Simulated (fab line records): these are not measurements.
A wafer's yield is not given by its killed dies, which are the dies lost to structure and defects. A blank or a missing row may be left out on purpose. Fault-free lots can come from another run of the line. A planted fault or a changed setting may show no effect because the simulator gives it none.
A struck lot beside a sound one | flow sfq_line | 26 steps out of a route of 325
Sound: wafers L603.1, L603.4, L603.5. Struck: wafer L616.2 (L616.5, L616.6, from the same lot, were not struck and are left out); the cause is given at the end.
For every step that has rows: the tool of each side, followed by ch and its chambers, followed by its first start. Under that, the readings that differ: sound wafers | struck wafers | difference of the means | sigmas: that difference in standard deviations of wafers without a fault.
alike: words and numbers the same on both sides, and readings whose means are apart by under 2 such deviations; not compared: readings that were withheld, readings missing a value for some wafer, numbers with overlapping values and no deviation given by the record, and bounds like >300 which may hide the same value.
Wherever a step has rows on one side only, a row that says differs or no value, or a row with sigmas, the two part there. Numbers that have no deviation but don't overlap get no sigmas and don't part them. Lack of a reading on every wafer of one side parts them only where that side has two or more wafers.

SFQ_L0_RS_MEAS_901: the measuring method here is four-point-probe.
  sound on film_metro-02, day 1 17:34; struck on film_metro-04, day 4 10:35
  alike: L0_MONX_KI_RS
SFQ_L0_THK_MEAS_902: measures by xrf.
  sound on film_metro-02, day 1 17:41; struck on film_metro-04, day 4 10:41
  alike: L0_MONX_KI_THK
then, 6 steps without rows for these wafers: SFQ_TRILAYER_L0_LITHO_COAT_010 (resist thk 62 nm); SFQ_TRILAYER_L0_LITHO_COAT_005 (resist thk 600 nm); SFQ_TRILAYER_L0_LITHO_SOFTBAKE_009; SFQ_TRILAYER_L0_LITHO_EXPOSE_006 (exposes mask L0, target cd 2000 nm); SFQ_TRILAYER_L0_LITHO_PEB_008 (peb time 60 s); SFQ_TRILAYER_L0_LITHO_DEVELOP_007 (time 60 s).
SFQ_TRILAYER_L0_BARC_OPEN_METAL_ETCH_010: etches BARC in O2, target depth 125 nm, time 41.7 s.
  sound on rie_metal-03 ch 0,1, day 3 08:51; struck on rie_metal-03 ch 0, day 6 00:27
  alike: drypump_motor_current_A, he_backside_leak_sccm, oes_product_au
  not compared: rf_hours_counter_h
SFQ_TRILAYER_L0_ETCH_METAL_ETCH_008: etches MoNx KI in SF6/O2, stops on SiO2, target depth 50 nm, time 25 s.
  sound on rie_metal-03 ch 0,1, day 3 08:55; struck on rie_metal-03 ch 0, day 6 00:31
  alike: drypump_motor_current_A, he_backside_leak_sccm, oes_product_au
  not compared: rf_hours_counter_h
SFQ_TRILAYER_L0_STRIP_STRIP_009: strips in O2.
  sound on rie_metal-03 ch 0,1, day 3 08:57; struck on rie_metal-03 ch 0, day 6 00:33
  alike: drypump_motor_current_A, he_backside_leak_sccm, oes_product_au
  not compared: rf_hours_counter_h
then, 1 step without rows for these wafers: SFQ_TRILAYER_L0_STRIP_SOLV_CLEAN_010 (cleans in NMP, time 600 s).
SFQ_TRILAYER_L0_CAP_PECVD_011: deposits SiO2 from SiH4/N2O, time 13.333 s, target thk 60 nm.
  sound on pecvd-03 ch 1,2, day 3 09:44; struck on pecvd-03 ch 0, day 6 01:30
  reading                                             | sound             | struck | difference | sigmas
  throttle_valve_pct (%)                              | 28.5 27.0 28.6    | 23.4   | -4.6       | -2
  model.SiO2_of_TRILAYER_L0_CAP_PECVD_011.thk_nm (nm) | 59.02 60.57 60.36 | 55.44  | -4.54      |
  alike: heater_power_w
then, 6 steps without rows for these wafers: SFQ_TRILAYER_L0_VIA_LITHO_COAT_018 (resist thk 62 nm); SFQ_TRILAYER_L0_VIA_LITHO_COAT_013 (resist thk 650 nm); SFQ_TRILAYER_L0_VIA_LITHO_SOFTBAKE_017; SFQ_TRILAYER_L0_VIA_LITHO_EXPOSE_014 (exposes mask L0V, target cd 700 nm); SFQ_TRILAYER_L0_VIA_LITHO_PEB_016 (peb time 60 s); SFQ_TRILAYER_L0_VIA_LITHO_DEVELOP_015 (time 60 s).
-- the record jumps here: 3 days lie between the struck wafers' starts before and after --
SFQ_L0V_OVL_MEAS_903:
  sound on overlay-01, day 5 20:28; struck on overlay-01, day 8 19:41
  alike: L0V_OVL
SFQ_TRILAYER_L0_VIA_BARC_OPEN_VIA_ETCH_021: etches BARC in O2, target depth 125 nm, time 41.7 s.
  sound on rie_diel-04 ch 0,1, day 5 20:30; struck on rie_diel-02 ch 3, day 8 19:43
  alike: drypump_motor_current_A, oes_product_au
  not compared: rf_hours_counter_h
SFQ_TRILAYER_L0_VIA_ETCH_VIA_ETCH_016: etches SiO2 in CHF3, stops on MoNx KI, target depth 80 nm.
  sound on rie_diel-04 ch 0,1, day 5 20:32; struck on rie_diel-02 ch 3, day 8 19:45
  reading                         | sound             | struck | difference | sigmas
  oes_product_au (a.u.)           | 0.830 0.851 0.842 | 0.817  | -0.024     | -3
  model.L0V.feature_depth_nm (nm) | 59.02 60.57 60.36 | 55.44  | -4.54      |
  model.etch.depth_nm (nm)        | 59.02 60.57 60.36 | 55.44  | -4.54      |
  alike: drypump_motor_current_A
then, 2 steps without rows for these wafers: SFQ_TRILAYER_L0_VIA_STRIP_STRIP_017 (strips in O2); SFQ_TRILAYER_L0_VIA_STRIP_SOLV_CLEAN_018 (cleans in NMP, time 600 s).
SFQ_TRILAYER_M0_DEP_PRE_CLEAN_020: time 15 s.
  sound on pvd_sputter-05, day 5 21:22; struck on pvd_sputter-05, day 8 20:34
  reading                                             | sound             | struck | difference | sigmas
  model.SiO2_of_TRILAYER_L0_CAP_PECVD_011.thk_nm (nm) | 54.02 55.57 55.36 | 50.44  | -4.54      |
SFQ_TRILAYER_M0_DEP_SPUTTER_019: material Nb, target thk 200 nm, time 133.3 s.
  sound on pvd_sputter-05, day 5 21:23; struck on pvd_sputter-05, day 8 20:36
  alike: throttle_valve_pct

== WHERE THEY PART ==
At SFQ_TRILAYER_L0_CAP_PECVD_011 first; at SFQ_TRILAYER_L0_VIA_ETCH_VIA_ETCH_016 last (within this record only). Later steps at which nothing parts them and some readings are alike: SFQ_TRILAYER_M0_DEP_SPUTTER_019.

WHY: whatever the simulator had introduced
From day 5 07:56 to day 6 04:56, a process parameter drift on pecvd-03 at SFQ_TRILAYER_L0_CAP_PECVD_011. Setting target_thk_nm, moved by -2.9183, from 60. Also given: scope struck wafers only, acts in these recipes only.
